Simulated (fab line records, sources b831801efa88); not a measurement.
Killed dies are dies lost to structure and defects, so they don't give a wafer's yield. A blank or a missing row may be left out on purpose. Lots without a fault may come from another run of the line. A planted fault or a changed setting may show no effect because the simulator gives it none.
A struck lot beside a sound one | flow gf180mcu | 39 steps out of a route of 602
Sound: wafers L230.1, L230.4, L230.5. Struck: wafers L246.1, L246.4, L246.5. The cause comes at the end.
At each step with rows: each side's tool, then ch and its chambers, then its first start. Under that, the readings that differ: sound wafers | struck wafers | difference of the means | sigmas: that difference in standard deviations of wafers without a fault.
alike: readings whose means differ by less than 2 such deviations, and words and numbers that are the same on both sides. not compared: withheld readings, readings that some wafer has no value for, bounds like >300 that may hide the same value, and numbers for which the record gives no deviation and whose values overlap.
The two part at a step that has a row with sigmas, a row that says differs or no value, or rows on one side only. Numbers that don't overlap but have no deviation are shown without sigmas and don't part them. A reading that every wafer of one side lacks parts them only if that side has two wafers or more.

first, 5 steps without rows for these wafers: GF_HV_LDD_COAT_14 (resist thk 1000 nm); GF_HV_LDD_SOFTBAKE_15 (time 60 s); GF_HV_LDD_EXPOSE_16 (exposes mask Pplus LV AREA, target cd 400 nm); GF_HV_LDD_PEB_17; GF_HV_LDD_DEVELOP_18 (develop time 60 s).
GF_HV_LDD_CD_MEAS_19: target cd 400 nm.
  sound on cd_sem-02, day 11 09:25; struck on cd_sem-01, day 16 15:17
  alike: cd_nm
GF_HV_LDD_OVL_MEAS_20:
  sound on overlay-01, day 11 09:32; struck on overlay-01, day 16 15:24
  reading            | sound          | struck      | difference | sigmas
  HV_LDD_01_OVL (nm) | -2.8 -0.7 -0.4 | 2.5 1.4 4.8 | +4.2       | +3
then, 1 step without rows for these wafers: GF_HV_LDD_IMPLANT_21.
GF_HV_LDD_STRIP_22: strips in O2/N2.
  sound on plasma_asher-04 ch 0,1, day 11 09:44; struck on plasma_asher-02 ch 1, day 16 15:35
  alike: drypump_motor_current_A, heater_power_w, n2_flow_sccm, oes_product_au, strip_time_to_endpoint_s
  not compared: rf_hours_counter_h
GF_HV_LDD_TW_MEAS_23:
  sound on film_metro-02, day 11 09:50; struck on film_metro-01, day 16 15:41
  reading     | sound          | struck         | difference | sigmas
  HV_LDD_2_TW | 1024 1025 1025 | 1061 1059 1062 | +36        | +3
then, 2 steps without rows for these wafers: GF_HV_LDD_DEHYDRATE_24 (time 60 s); GF_HV_LDD_HMDS_25 (prime time 60 s).
GF_HV_LDD_COAT_26: resist thk 1000 nm.
  sound on litho_track-01 ch 0, day 11 19:02; struck on litho_track-04, day 17 03:04
  no value came back on the struck wafers for chill_plate_temp_C (C), dispense_pressure_kPa (kPa), spin_speed_rpm (rpm); on the sound wafers chill_plate_temp_C (C) reads 23.05 23.01 22.85
then, 4 steps without rows for these wafers: GF_HV_LDD_SOFTBAKE_27 (time 60 s); GF_HV_LDD_EXPOSE_28 (exposes mask Nplus HV AREA, target cd 400 nm); GF_HV_LDD_PEB_29; GF_HV_LDD_DEVELOP_30 (develop time 60 s).
GF_HV_LDD_CD_MEAS_31: target cd 400 nm.
  sound on cd_sem-01, day 12 04:25; struck on cd_sem-02, day 17 14:34
  reading    | sound             | struck | difference                    | sigmas
  cd_nm (nm) | 402.6 403.7 401.8 | - - -  | no value on the struck wafers |
GF_HV_LDD_OVL_MEAS_32:
  sound on overlay-02, day 12 04:32; struck on overlay-02, day 17 14:41
  reading            | sound       | struck | difference                    | sigmas
  HV_LDD_02_OVL (nm) | 3.1 2.9 0.4 | - - -  | no value on the struck wafers |
then, 4 steps without rows for these wafers: GF_HV_LDD_IMPLANT_33; GF_HV_LDD_IMPLANT_34; GF_HV_LDD_IMPLANT_35; GF_HV_LDD_IMPLANT_36.
GF_HV_LDD_STRIP_37: strips in O2/N2.
  sound on plasma_asher-02 ch 1, day 12 05:11; struck on plasma_asher-03 ch 0,1, day 17 15:19
  no value came back on the struck wafers for oes_product_au (a.u.), strip_time_to_endpoint_s (s); on the sound wafers oes_product_au (a.u.) reads 0.720 0.719 0.713
  alike: drypump_motor_current_A, heater_power_w, n2_flow_sccm
  not compared: rf_hours_counter_h
GF_HV_LDD_TW_MEAS_38:
  sound on film_metro-02, day 12 05:17; struck on film_metro-02, day 17 15:25
  alike: HV_LDD_3_TW
then, 7 steps without rows for these wafers: GF_HV_LDD_DEHYDRATE_39 (time 60 s); GF_HV_LDD_HMDS_40 (prime time 60 s); GF_HV_LDD_COAT_41 (resist thk 1000 nm); GF_HV_LDD_SOFTBAKE_42 (time 60 s); GF_HV_LDD_EXPOSE_43 (exposes mask Pplus HV AREA, target cd 400 nm); GF_HV_LDD_PEB_44; GF_HV_LDD_DEVELOP_45 (develop time 60 s).
GF_HV_LDD_CD_MEAS_46: target cd 400 nm.
  sound on cd_sem-01, day 12 22:56; struck on cd_sem-02, day 18 15:22
  alike: cd_nm
GF_HV_LDD_OVL_MEAS_47:
  sound on overlay-02, day 12 23:03; struck on overlay-01, day 18 15:29
  alike: HV_LDD_03_OVL
then, 1 step without rows for these wafers: GF_HV_LDD_IMPLANT_48.
GF_HV_LDD_STRIP_49: strips in O2/N2.
  sound on plasma_asher-02 ch 1, day 12 23:14; struck on plasma_asher-02 ch 0,1, day 18 15:41
  alike: drypump_motor_current_A, heater_power_w, n2_flow_sccm, oes_product_au, strip_time_to_endpoint_s
  not compared: rf_hours_counter_h
GF_HV_LDD_TW_MEAS_50:
  sound on film_metro-03, day 12 23:20; struck on film_metro-01, day 18 15:47
  reading     | sound       | struck         | difference | sigmas
  HV_LDD_4_TW | 563 563 563 | 1462 1462 1467 | +901       | +99 or more
then, 1 step without rows for these wafers: GF_HV_LDD_CLEAN_51 (cleans in SC1/SC2, time 150 s).
-- the record jumps here: 15 days lie between the struck wafers' starts before and after (it left off in module HV_LDD and takes up again in module PASSIVATION, whose first step shown is number 602 of the route) --
GF_PASSIVATION_PROBE_99:
  the record has rows for the struck wafers here (prober-02, day 34 00:56) and none for the sound ones

WHERE THEY PART
First at GF_HV_LDD_OVL_MEAS_20; last, within this record, at GF_PASSIVATION_PROBE_99.

WHY: what the simulator had put in
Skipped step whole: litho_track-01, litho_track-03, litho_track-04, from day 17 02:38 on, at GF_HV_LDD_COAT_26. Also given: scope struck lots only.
